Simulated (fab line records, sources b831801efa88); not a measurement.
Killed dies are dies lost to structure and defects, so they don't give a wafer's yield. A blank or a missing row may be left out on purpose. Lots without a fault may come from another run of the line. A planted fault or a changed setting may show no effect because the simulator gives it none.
fab line records | flow gf180mcu | part 2 of 2: steps 27 to 35 of 35
record lots=5 wafers=15 last_day=34
route steps=602 shown M1@327 V1@335
lots that met no fault: from a run of the same line without faults
start_h: hours from the record's first day to the start of the lot's first wafer shown | wait_h: hours since the lot's step before | " the same as in the row above | L1.1+2: a row that stands for several wafers | - no value, or no start given | * or withheld: withheld | < > ~ a bound
route shown NAME@n: a module of which the file shows steps, and the number in the route of the first | usual: mean/standard deviation of fault-free wafers | same: alike in all rows | chamber/n: place in a boat | sites: the reading at each site | _std_site: their standard deviation | _edge_site: outer sites' mean less inner sites' | radius_mm: how far each site lies from the wafer's centre | mask NAME#n: copy n | behind: the tool/chamber that last shaped the wafer | hold: why the lot was held/for how many hours/how that ended | device: the transistor (n, p or np) that didn't switch | end of line: the same wafers' tests at the end of the route | a step without rows: its recipe alone | killed: dies lost to structure and defects at the first sort, not the wafer's yield | map: a wafer's dies, x killed, . not, _ none there
set.NAME: the setting as run; set.NAME@STEP: as run at that earlier step | model.NAME: the simulator's own value behind a step, which no gauge read
lots at some steps of the route; a table a step, a row a wafer
services: from which hour (start_h, from the record's first day; less than 0 if before it) a tool's chamber was out of use, for how many hours, and why
## steps
# step GF_V1_STRIP_18
# recipe chemistry=O2/N2 power_w=1400 pressure_mtorr=1500 platen_temp_c=250 o2_flow_sccm=3000 n2_flow_sccm=300 overash_fraction=0.5
# usual drypump_motor_current_A=5.65/0.18 heater_power_w=364/34 oes_product_au=0.592/0.0048
# columns lot.wafer tool chamber start_h wait_h drypump_motor_current_A heater_power_w oes_product_au rf_hours_counter_h
L086.1 plasma_asher-03 0 526.87 - 5.88 339 0.598 78
L086.2 " 1 " " 5.51 371 0.587 78
L086.4 " 0 " " 5.88 324 0.589 -
L091.1 plasma_asher-01 1 559.90 - 5.62 314 0.587 14
L091.3 " 0 " " 5.89 357 0.590 -
L091.6 " 1 " " 5.61 317 0.586 -
L092.1 plasma_asher-02 1 569.71 - 5.58 416 0.587 38
L092.4 " 0 " " 5.52 395 0.595 -
L092.5 " 1 " " 5.56 421 0.587 -
L093.2 plasma_asher-03 1 571.90 - 5.47 378 0.588 82
L093.5 " 0 " " 5.88 334 0.592 -
L093.6 " 1 " " 5.48 363 0.588 -
L095.2 plasma_asher-02 1 589.85 - 5.57 428 0.593 40
L095.3 " 1 " " 5.60 419 0.603 -
L095.5 " 1 " " 5.61 411 0.595 -
# step GF_V1_STRIP_19
# recipe chemistry=post_etch_residue_remover time_s=1200 temp_c=72.5
# columns lot.wafer tool chamber start_h wait_h
L086.1+2+4 wet_bench-02 1 526.97 0.1
L091.1+3+6 wet_bench-04 0 560.00 0.1
L092.1+4+5 wet_bench-04 1 569.81 0.1
L093.2+5+6 wet_bench-02 1 572.00 0.1
L095.2+3+5 wet_bench-01 1 589.95 0.1
# step GF_V1_CLEAN_20
# recipe chemistry=DIW dry=n2_spin
# columns lot.wafer tool chamber start_h wait_h
L086.1+2+4 wet_bench-04 0 527.31 0.0
L091.1+3+6 wet_bench-01 2 560.34 0.0
L092.1+4+5 wet_bench-02 1 570.16 0.0
L093.2+5+6 wet_bench-01 0 572.37 0.0
L095.2+3+5 wet_bench-04 2 590.29 0.0
# step GF_V1_SPUTTER_21
# recipe material=Ti target_thk_nm=15 chamber_pressure_pa=5 power_w=2500 substrate_temp_c=200 time_s=80.02
# usual throttle_valve_pct=30.2/0.9
# columns lot.wafer tool chamber start_h wait_h throttle_valve_pct
L086.1 pvd_sputter-03 - 527.40 0.0 30.5
L086.2 " - " " 29.3
L086.4 " - " " 29.0
L091.1 pvd_sputter-03 - 560.43 0.0 29.4
L091.3 " - " " 30.4
L091.6 " - " " 30.3
L092.1 pvd_sputter-01 - 570.26 0.0 29.1
L092.4 " - " " 31.2
L092.5 " - " " 29.7
L093.2 pvd_sputter-01 - 572.47 0.0 31.4
L093.5 " - " " 31.4
L093.6 " - " " 29.0
L095.2 pvd_sputter-01 - 590.39 0.0 29.0
L095.3 " - " " 31.4
L095.5 " - " " 31.2
# step GF_V1_SPUTTER_22
# recipe material=TiN target_thk_nm=10 chamber_pressure_pa=5 power_w=4000 time_s=40
# usual throttle_valve_pct=30.1/0.92
# columns lot.wafer tool chamber start_h wait_h throttle_valve_pct
L086.1 pvd_sputter-03 - 527.46 0.0 30.6
L086.2 " - " " 29.4
L086.4 " - " " 29.4
L091.1 pvd_sputter-03 - 560.49 0.0 29.3
L091.3 " - " " 30.3
L091.6 " - " " 30.3
L092.1 pvd_sputter-01 - 570.32 0.0 28.9
L092.4 " - " " 31.0
L092.5 " - " " 29.6
L093.2 pvd_sputter-01 - 572.53 0.0 31.4
L093.5 " - " " 31.3
L093.6 " - " " 28.8
L095.2 pvd_sputter-01 - 590.45 0.0 29.0
L095.3 " - " " 31.3
L095.5 " - " " 31.2
# step GF_V1_CVD_23
# recipe material=W target_thk_nm=350 time_s=105.05 temp_c=400 pressure_torr=40
# usual heater_power_w=836/100 susceptor_temp_C=399.98/0.23
# columns lot.wafer tool chamber start_h wait_h heater_power_w susceptor_temp_C
L086.1 cvd_w-02 0 527.50 0.0 958 400.19
L086.2 " 0 " " 949 399.92
L086.4 " 0 " " 967 399.93
L091.1 cvd_w-02 1 560.53 0.0 686 399.34
L091.3 " 0 " " 947 400.11
L091.6 " 1 " " 690 399.81
L092.1 cvd_w-01 0 570.36 0.0 903 400.14
L092.4 " 0 " " 857 399.93
L092.5 " 1 " " 787 399.51
L093.2 cvd_w-01 0 572.57 0.0 894 399.72
L093.5 " 0 " " 906 400.18
L093.6 " 1 " " 813 399.96
L095.2 cvd_w-01 0 590.49 0.0 881 399.95
L095.3 " 0 " " 891 399.99
L095.5 " 1 " " 780 400.11
# step GF_V1_RS_MEAS_24
# recipe thk_meas_gauge=four-point-probe reads=W_of_V1_CVD_23+TiN_of_V1_SPUTTER_22+Ti_of_V1_SPUTTER_21
# usual V1_W_RS=0.3288/0.0026
# columns lot.wafer tool chamber start_h wait_h V1_W_RS[ohm/sq]
L086.1 film_metro-01 - 527.72 0.2 0.3290
L086.2 " - " " 0.3319
L086.4 " - " " 0.3289
L091.1 film_metro-04 - 560.64 0.1 0.3259
L091.3 " - " " 0.3301
L091.6 " - " " 0.3241
L092.1 film_metro-02 - 570.47 0.1 0.3299
L092.4 " - " " 0.3270
L092.5 " - " " 0.3327
L093.2 film_metro-04 - 572.70 0.1 0.3274
L093.5 " - " " 0.3300
L093.6 " - " " 0.3290
L095.2 film_metro-02 - 590.62 0.1 0.3283
L095.3 " - " " 0.3280
L095.5 " - " " 0.3293
# step GF_V1_THK_MEAS_25
# recipe thk_meas_gauge=xrf reads=W_of_V1_CVD_23
# usual V1_W_THK=356/5.9
# columns lot.wafer tool chamber start_h wait_h V1_W_THK[nm]
L086.1 film_metro-01 - 527.84 0.1 365
L086.2 " - " " 361
L086.4 " - " " 366
L091.1 film_metro-04 - 560.76 0.1 356
L091.3 " - " " 351
L091.6 " - " " 357
L092.1 film_metro-02 - 570.59 0.1 351
L092.4 " - " " 353
L092.5 " - " " 346
L093.2 film_metro-04 - 572.81 0.1 355
L093.5 " - " " 352
L093.6 " - " " 352
L095.2 film_metro-02 - 590.73 0.1 353
L095.3 " - " " 354
L095.5 " - " " 351
# step GF_V1_CMP_26
# recipe stop_on=SiO2 down_force_psi=3.5 platen_rpm=60 t_overpolish_s=15 target_thk_nm=0 pad_velocity_m_s=0.94248
# usual motor_current_A=11.4/1.1 overpolish_run_s=15.001/0.0085 slurry_flow_ml_min=150.0/0.52 time_to_endpoint_s=84.2/2.9
# columns lot.wafer tool chamber start_h wait_h motor_current_A overpolish_run_s slurry_flow_ml_min time_to_endpoint_s
L086.4 cmp-01 2 527.90 0.0 9.7 14.994 150.6 80.8
L086.1 " 3 " " 12.2 14.992 150.4 83.1
L086.2 " 1 " " 11.3 14.989 149.7 81.1
L091.3 cmp-01 2 560.92 0.1 9.9 15.011 149.4 80.3
L091.1 " 3 " " 12.1 15.008 149.0 84.7
L091.6 " 1 " " 11.0 15.010 150.3 83.9
L092.4 cmp-01 1 570.75 0.1 11.2 15.013 149.6 81.4
L092.1 " 2 " " 10.5 15.010 150.9 81.4
L092.5 " 3 " " 11.7 15.004 149.8 78.4
L093.2 cmp-01 1 573.14 0.3 10.6 14.999 150.1 79.9
L093.6 " 0 " " 10.4 15.001 150.3 81.1
L093.5 " 1 " " 10.5 15.012 149.8 80.1
L095.3 cmp-01 0 590.78 0.0 10.3 15.002 149.4 86.9
L095.2 " 3 " " 12.1 15.007 149.5 87.1
L095.5 " 1 " " 10.6 15.002 149.7 86.1
## services
# columns tool chamber start_h hours kind
krf_scanner-02 - 480.78 0.8 pm
rie_metal-03 0 481.67 2.7 repair
cvd_w-01 1 481.76 8.6 repair
rie_metal-03 - 487.24 0.8 repair
krf_scanner-01 - 487.29 4.4 pm
cmp-02 - 489.92 1.1 repair
rie_diel-03 1 501.32 5.1 repair
krf_scanner-02 - 504.00 1.3 pm
pecvd-04 2 512.82 5.7 repair
krf_scanner-01 - 521.13 1.4 repair
cvd_w-02 1 526.59 4.6 repair
plasma_asher-02 - 526.74 1.9 repair
pecvd-02 - 531.48 2.8 repair
pvd_sputter-01 - 532.44 1.1 repair
pecvd-02 1 535.08 22.9 repair
hdpcvd-02 - 539.25 15.0 pm
cmp-01 - 540.44 3.9 pm
rie_diel-03 - 544.86 2.8 pm
cmp-01 - 555.30 1.2 repair
hdpcvd-02 - 562.07 14.6 pm
rie_diel-03 0 562.73 1.8 repair
cvd_w-02 - 563.70 1.3 repair
hdpcvd-02 - 576.67 2.8 pm
rie_diel-01 1 587.65 4.0 repair
